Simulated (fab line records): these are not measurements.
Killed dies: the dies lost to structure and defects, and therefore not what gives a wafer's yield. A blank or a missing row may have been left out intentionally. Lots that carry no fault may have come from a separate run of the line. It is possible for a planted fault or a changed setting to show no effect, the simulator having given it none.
Matching of chambers	flow sky130	SKY_CONTACT_ETCH_17 on rie_diel-03 has 4 sister chambers
The step etches SiO2 in C4F8/O2/Ar, stops on Si3N4, target depth 340 nm. 4 wafers are shown with their chamber, then 9 later ones without.

WAFERS, EACH WITH ITS CHAMBER
wafer	chamber	oes_product_au (a.u.)
L085.4	2	0.890
L085.5	1	0.888
L087.2	0	0.894
L087.5	3	0.888

WAFERS WITHOUT THEIR CHAMBER
wafer	oes_product_au (a.u.)
L089.1	0.890
L089.2	0.890
L089.3	0.893
L089.4	0.886
L089.5	0.886
L089.6	0.896
L094.1	0.887
L094.2	0.897
L094.6	0.890

WHICH CHAMBER EACH WENT THROUGH
wafer	from the rows above	in truth
L089.1	can't be placed: 2 or 1 or 3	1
L089.2	can't be placed: 2 or 1 or 3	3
L089.3	can't be placed: 0 or 2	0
L089.4	can't be placed: 1 or 3 or 2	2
L089.5	can't be placed: 1 or 3 or 2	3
L089.6	0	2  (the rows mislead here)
L094.1	can't be placed: 1 or 3 or 2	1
L094.2	0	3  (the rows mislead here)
L094.6	can't be placed: 2 or 1 or 3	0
0 of 9 placed correctly. These rows do not allow placing 7 (true chamber among the candidates in 6). Placed wrongly: 2.
How it was worked out, from the rows above alone: a wafer's distance from a chamber is the root of the sum, over the readings, of the square of ((its reading less the chamber's mean) divided by the reading's scatter). The wafer belongs to the nearest chamber; if the next one is less than 2 further off, it can't be placed. For every chamber, the mean is computed from those of its wafers that are shown. The scatter: root of mean squared gap, hidden wafer to nearest shown wafer, with one shown wafer a chamber.
